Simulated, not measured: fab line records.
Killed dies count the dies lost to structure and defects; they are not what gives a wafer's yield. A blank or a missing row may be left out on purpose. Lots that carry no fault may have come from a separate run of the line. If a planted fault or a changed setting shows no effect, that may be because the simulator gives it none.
Which of the tools did it? / flow sky130 / 12 lots with 36 wafers sampled at 6 steps, on a route of 708 steps

## WHAT THE GAUGES READ, wafer by wafer
SKY_GATE_OXIDE_OVL_MEAS_10. Usual: for GATE_OXIDE_OVL the level is -0.7 nm and the standard deviation is 1.3.
lot=L262; measured=day 14 15:32; on=overlay-01; GATE_OXIDE_OVL (nm)=0.5 -1.4 -1.2; flag=
lot=L263; measured=day 14 16:03; on=overlay-01; GATE_OXIDE_OVL (nm)=-3.0 -0.2 -2.8; flag=
lot=L264; measured=day 15 00:15; on=overlay-01; GATE_OXIDE_OVL (nm)=-2.5 -0.6 -0.6; flag=
lot=L265; measured=day 15 04:59; on=overlay-01; GATE_OXIDE_OVL (nm)=1.1 2.7 -0.2; flag=
lot=L267; measured=day 15 22:43; on=overlay-01; GATE_OXIDE_OVL (nm)=1.1 -0.9 0.5; flag=
lot=L269; measured=day 16 13:31; on=overlay-02; GATE_OXIDE_OVL (nm)=-1.5 -0.7 -0.5; flag=
lot=L270; measured=day 17 00:39; on=overlay-01; GATE_OXIDE_OVL (nm)=- - -; flag=OFF
lot=L280; measured=day 20 20:04; on=overlay-01; GATE_OXIDE_OVL (nm)=-0.8 -1.0 -1.1; flag=
lot=L281; measured=day 21 00:14; on=overlay-01; GATE_OXIDE_OVL (nm)=0.3 -1.6 -0.5; flag=
lot=L282; measured=day 21 11:08; on=overlay-02; GATE_OXIDE_OVL (nm)=-0.2 -2.8 -1.7; flag=
lot=L283; measured=day 21 15:06; on=overlay-01; GATE_OXIDE_OVL (nm)=0.6 3.0 -0.6; flag=
lot=L284; measured=day 21 23:43; on=overlay-01; GATE_OXIDE_OVL (nm)=-0.4 -1.2 -1.0; flag=

SKY_GATE_OXIDE_TW_MEAS_14. Usual: for GATE_OXIDE_TW the level is 225.9 and the standard deviation is 2.5.
lot=L262; measured=day 14 15:56; on=film_metro-02; GATE_OXIDE_TW=229.3 229.7 229.9; flag=
lot=L263; measured=day 14 16:26; on=film_metro-02; GATE_OXIDE_TW=230.4 229.5 229.7; flag=
lot=L264; measured=day 15 00:38; on=film_metro-02; GATE_OXIDE_TW=228.1 227.9 228.4; flag=
lot=L265; measured=day 15 05:22; on=film_metro-04; GATE_OXIDE_TW=222.5 222.5 224.1; flag=
lot=L267; measured=day 15 23:07; on=film_metro-04; GATE_OXIDE_TW=222.8 224.7 222.5; flag=
lot=L269; measured=day 16 13:55; on=film_metro-04; GATE_OXIDE_TW=224.1 224.6 225.0; flag=
lot=L270; measured=day 17 01:02; on=film_metro-04; GATE_OXIDE_TW=29.8 29.8 29.9; flag=OFF
lot=L280; measured=day 20 20:28; on=film_metro-02; GATE_OXIDE_TW=229.8 229.3 228.8; flag=
lot=L281; measured=day 21 00:38; on=film_metro-03; GATE_OXIDE_TW=225.2 226.0 225.4; flag=
lot=L282; measured=day 21 11:32; on=film_metro-02; GATE_OXIDE_TW=226.5 228.2 228.3; flag=
lot=L283; measured=day 21 15:29; on=film_metro-04; GATE_OXIDE_TW=223.5 222.9 223.9; flag=
lot=L284; measured=day 22 00:08; on=film_metro-02; GATE_OXIDE_TW=228.5 228.9 228.8; flag=

SKY_CONTACT_CD_MEAS_14: the cd target is 170 nm. Usual: cd_nm at 169.6 nm, with a standard deviation of 1.3.
lot=L262; measured=day 32 08:08; on=cd_sem-02; cd_nm (nm)=170.3 169.9 171.0; flag=
lot=L263; measured=day 32 11:31; on=cd_sem-02; cd_nm (nm)=169.2 168.9 170.0; flag=
lot=L264; measured=day 32 16:16; on=cd_sem-01; cd_nm (nm)=170.7 169.6 171.3; flag=
lot=L265; measured=day 32 22:28; on=cd_sem-01; cd_nm (nm)=168.1 169.4 168.1; flag=
lot=L267; measured=day 33 17:37; on=cd_sem-01; cd_nm (nm)=167.8 168.9 170.1; flag=
lot=L269; measured=day 34 04:49; on=cd_sem-01; cd_nm (nm)=169.6 169.8 169.0; flag=
lot=L280; measured=day 37 22:27; on=cd_sem-01; cd_nm (nm)=169.7 170.4 168.4; flag=
lot=L281; measured=day 38 03:43; on=cd_sem-01; cd_nm (nm)=170.0 169.4 169.1; flag=
lot=L282; measured=day 38 07:04; on=cd_sem-02; cd_nm (nm)=170.0 169.9 170.4; flag=
lot=L283; measured=day 38 13:44; on=cd_sem-01; cd_nm (nm)=168.8 170.0 167.9; flag=
lot=L284; measured=day 38 18:41; on=cd_sem-02; cd_nm (nm)=170.4 170.8 171.9; flag=

SKY_CAP2M_RS_MEAS_03: a four-point-probe measurement. Usual: for CAP2M_TIN_RS the level is 6.90 ohm/sq and the standard deviation is 0.067.
lot=L262; measured=day 40 09:29; on=film_metro-03; CAP2M_TIN_RS (ohm/sq)=6.92 6.96 6.90; flag=
lot=L263; measured=day 40 13:11; on=film_metro-02; CAP2M_TIN_RS (ohm/sq)=6.98 6.93 6.97; flag=
lot=L264; measured=day 40 20:04; on=film_metro-01; CAP2M_TIN_RS (ohm/sq)=7.00 7.01 7.00; flag=
lot=L265; measured=day 40 21:55; on=film_metro-03; CAP2M_TIN_RS (ohm/sq)=6.82 6.82 6.89; flag=
lot=L267; measured=day 41 16:49; on=film_metro-02; CAP2M_TIN_RS (ohm/sq)=6.86 7.01 7.02; flag=
lot=L269; measured=day 42 00:57; on=film_metro-02; CAP2M_TIN_RS (ohm/sq)=6.96 6.96 6.92; flag=
lot=L280; measured=day 45 09:19; on=film_metro-02; CAP2M_TIN_RS (ohm/sq)=6.95 6.79 6.97; flag=
lot=L281; measured=day 45 14:10; on=film_metro-01; CAP2M_TIN_RS (ohm/sq)=6.85 6.80 6.85; flag=
lot=L282; measured=day 45 17:13; on=film_metro-03; CAP2M_TIN_RS (ohm/sq)=6.81 6.83 6.77; flag=
lot=L283; measured=day 45 22:48; on=film_metro-03; CAP2M_TIN_RS (ohm/sq)=6.87 6.92 6.94; flag=
lot=L284; measured=day 46 02:37; on=film_metro-02; CAP2M_TIN_RS (ohm/sq)=6.94 6.86 6.89; flag=

## WHAT TOOL EACH LOT RAN ON (gives the tool, then ch and the chambers of the sampled wafers, and finally the start)
lot=L262; SKY_GATE_OXIDE_EXPOSE_07=iline_stepper-02 ch 0, day 14 02:53; SKY_VIA3_ETCH_14=rie_diel-03 ch 0,1,2, day 40 07:45
lot=L263; SKY_GATE_OXIDE_EXPOSE_07=iline_stepper-02 ch 0, day 14 02:59; SKY_VIA3_ETCH_14=rie_diel-03 ch 0,2,3, day 40 11:28
lot=L264; SKY_GATE_OXIDE_EXPOSE_07=iline_stepper-01 ch 0, day 14 11:23; SKY_VIA3_ETCH_14=rie_diel-04 ch 1,2,3, day 40 17:55
lot=L265; SKY_GATE_OXIDE_EXPOSE_07=iline_stepper-01 ch 0, day 14 15:46; SKY_VIA3_ETCH_14=rie_diel-03 ch 0,2, day 40 20:12
lot=L267; SKY_GATE_OXIDE_EXPOSE_07=iline_stepper-02 ch 0, day 15 09:13; SKY_VIA3_ETCH_14=rie_diel-01 ch 0,1,3, day 41 15:01
lot=L269; SKY_GATE_OXIDE_EXPOSE_07=iline_stepper-02 ch 0, day 15 23:49; SKY_VIA3_ETCH_14=rie_diel-01 ch 0,3, day 41 23:15
lot=L270; SKY_GATE_OXIDE_EXPOSE_07=iline_stepper-02 ch 0, day 16 10:22; SKY_VIA3_ETCH_14=-
lot=L280; SKY_GATE_OXIDE_EXPOSE_07=iline_stepper-02 ch 0, day 20 05:04; SKY_VIA3_ETCH_14=rie_diel-04 ch 1,2, day 45 07:34
lot=L281; SKY_GATE_OXIDE_EXPOSE_07=iline_stepper-02 ch 0, day 20 09:26; SKY_VIA3_ETCH_14=rie_diel-01 ch 2,3, day 45 12:28
lot=L282; SKY_GATE_OXIDE_EXPOSE_07=iline_stepper-01 ch 0, day 20 19:18; SKY_VIA3_ETCH_14=rie_diel-03 ch 0,2,3, day 45 15:31
lot=L283; SKY_GATE_OXIDE_EXPOSE_07=iline_stepper-01 ch 0, day 21 00:19; SKY_VIA3_ETCH_14=rie_diel-04 ch 0,2,3, day 45 21:06
lot=L284; SKY_GATE_OXIDE_EXPOSE_07=iline_stepper-02 ch 0, day 21 08:37; SKY_VIA3_ETCH_14=rie_diel-04 ch 0,3, day 46 00:52
- SKY_GATE_OXIDE_EXPOSE_07: exposes mask LVOM, target cd 600 nm.
- SKY_VIA3_ETCH_14: etches BARC in N2/H2, stops on SiO2, time 45.9 s, target depth 60 nm.

## AS READ BY THE TOOLS THEMSELVES (means over the sampled wafers that have a number; for cases with no such wafer, the mark the record gives instead)
SKY_VIA3_ETCH_14. Usual: drypump_motor_current_A 5.8 A, standard deviation 0.62; oes_product_au 0.855 a.u., standard deviation 0.0045; throttle_valve_pct 13.226 %, standard deviation 0.0087.
lot=L262; tool=rie_diel-03; drypump_motor_current_A (A)=5.8; oes_product_au (a.u.)=0.848; throttle_valve_pct (%)=13.230; flag=
lot=L263; tool=rie_diel-03; drypump_motor_current_A (A)=5.4; oes_product_au (a.u.)=0.852; throttle_valve_pct (%)=13.233; flag=
lot=L264; tool=rie_diel-04; drypump_motor_current_A (A)=6.0; oes_product_au (a.u.)=0.858; throttle_valve_pct (%)=13.230; flag=
lot=L265; tool=rie_diel-03; drypump_motor_current_A (A)=6.1; oes_product_au (a.u.)=0.854; throttle_valve_pct (%)=13.227; flag=
lot=L267; tool=rie_diel-01; drypump_motor_current_A (A)=6.1; oes_product_au (a.u.)=0.854; throttle_valve_pct (%)=13.225; flag=
lot=L269; tool=rie_diel-01; drypump_motor_current_A (A)=6.3; oes_product_au (a.u.)=0.855; throttle_valve_pct (%)=13.215; flag=
lot=L280; tool=rie_diel-04; drypump_motor_current_A (A)=5.6; oes_product_au (a.u.)=0.863; throttle_valve_pct (%)=13.223; flag=
lot=L281; tool=rie_diel-01; drypump_motor_current_A (A)=5.5; oes_product_au (a.u.)=0.849; throttle_valve_pct (%)=13.228; flag=
lot=L282; tool=rie_diel-03; drypump_motor_current_A (A)=5.4; oes_product_au (a.u.)=0.857; throttle_valve_pct (%)=13.228; flag=
lot=L283; tool=rie_diel-04; drypump_motor_current_A (A)=5.8; oes_product_au (a.u.)=0.853; throttle_valve_pct (%)=13.225; flag=
lot=L284; tool=rie_diel-04; drypump_motor_current_A (A)=6.2; oes_product_au (a.u.)=0.854; throttle_valve_pct (%)=13.232; flag=

## THE ANSWER, worked out from the rows above alone
Rule: a lot counts as off when the mean over its wafers that have a number is more than 3 standard deviations away from the usual mean. A lot without any number at a reading at which 4 lots or more have one is off too. Any other lot the step has rows for is counted as sound. After the gauges, taken in route order, come the tools' own readings; for these a lot's mean is taken, as printed above. The first step at which some lot is off is used, and at that step the reading that is off furthest; a lot without a number counts as furthest.
Off: L270, seen at SKY_GATE_OXIDE_OVL_MEAS_10 (GATE_OXIDE_OVL). Without a number there: L270.
If a tool, at a process step before that reading, ran all the lots that are off and no sound lot after the first of them, it fits. The gauges at SKY_GATE_OXIDE_OVL_MEAS_10 aren't tried: what is off there is off at SKY_GATE_OXIDE_TW_MEAS_14 too, on other tools, and a gauge's error can't cause that. Not one of the candidates tried fits.

## WHAT HAD BEEN PUT IN BY THE SIMULATOR
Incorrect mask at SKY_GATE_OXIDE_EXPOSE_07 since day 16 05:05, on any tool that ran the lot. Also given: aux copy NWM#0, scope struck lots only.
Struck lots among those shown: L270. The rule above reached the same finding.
